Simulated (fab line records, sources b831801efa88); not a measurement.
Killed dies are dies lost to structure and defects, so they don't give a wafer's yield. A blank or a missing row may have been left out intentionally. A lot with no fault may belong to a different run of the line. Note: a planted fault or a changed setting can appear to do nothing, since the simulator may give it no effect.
Problem report in the 8D (eight disciplines) form, filled by code | flow sfq-line | the parts of the form that need people (team, actions taken, sign-off) are left out

## 1. PROBLEM STATEMENT
platen-rpm at SFQ_TRILAYER_I0_CMP_CMP_028 reads a mean of 65.99 rpm on 1 wafer of 1 lot; wafers without a fault read 60.00 rpm with a standard deviation of 0.042. So: +99 or more standard deviations from the usual mean.
The step: polishes SiO2.
Earliest sighting: wafer L288.4 on cmp-01 at day 14 13:34. Wafers with a number at this step in the record: 39, from 13 lots. Rule for "out" (also "out of limits"): further than 4 standard deviations from the usual mean. Any other wafer with a number is counted as sound.

## 2. WHAT IT IS AND WHAT IT IS NOT
question                    | is                | is not
which readings at this step | platen-rpm        | head-pressure-psi, motor-current-A, time-to-endpoint-s
which lots                  | L288              | L282, L283, L286, L289, L291, L296, L298, L299, L300, L301, L302, L303
which wafers of those lots  | L288.4            | L288.2, L288.3
read on which tools         | cmp-01            | cmp-02
when                        | from day 14 13:34 | up to then (11 sound wafers); but 27 sound wafers of L289, L291, L296, L298, L299, L300, L301, L302, L303 came after

## 3. THE SUSPECTS, EACH WITH WHAT RULES IT OUT
Counting: if a tool at a process step up to the reading ran every lot that is out, it stays a suspect. Sound lots after the first of them don't rule it out here, since some wafers of a struck lot are sound.
- cmp-01 at SFQ_TRILAYER_I0_CMP_CMP_028 (polishes SiO2): kept. It processed L288, the lot that is out, at day 14 13:34, and its most recent sound lot before then was L286 at day 13 23:34. On those wafers its own readings are out: platen-rpm.
- cmp-01, SFQ_TRILAYER_I0_CMP_CMP_028: wafers that are out in chamber 0, sound lot-mates in chambers 2, 3.
Left after counting: cmp-01 at SFQ_TRILAYER_I0_CMP_CMP_028.

## 4. THE CAUSE (what the simulator had put in)
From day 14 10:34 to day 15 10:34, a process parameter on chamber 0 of cmp-01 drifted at SFQ_TRILAYER_I0_CMP_CMP_028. Setting platen-rpm shifted by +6 from 60. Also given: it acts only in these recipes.
The count eliminated every tool but this one.

## 5. THE CHAIN OF EFFECTS, in route order
Rows list readings where the struck wafers' mean (over those with a number) sits beyond 3 standard deviations from the usual. Scope: only readings with a usual standard deviation given in the record; hours: median across lots of the time from each lot's start at the first step in this table that gives one to its start at this step; sigmas: change in usual standard deviations.
hours | step                        | reading    | usual     | on struck wafers | change | sigmas
0     | SFQ_TRILAYER_I0_CMP_CMP_028 | platen-rpm | 60.00 rpm | 65.99            | +5.99  | +99 or more
It contains these process steps:
- SFQ_TRILAYER_I0_CMP_CMP_028: polishes SiO2.

## 6. WHAT WOULD HAVE CAUGHT IT SOONER
In this record the first reading out of limits was taken at day 14 13:34, 3 hours after the fault began at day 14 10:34.
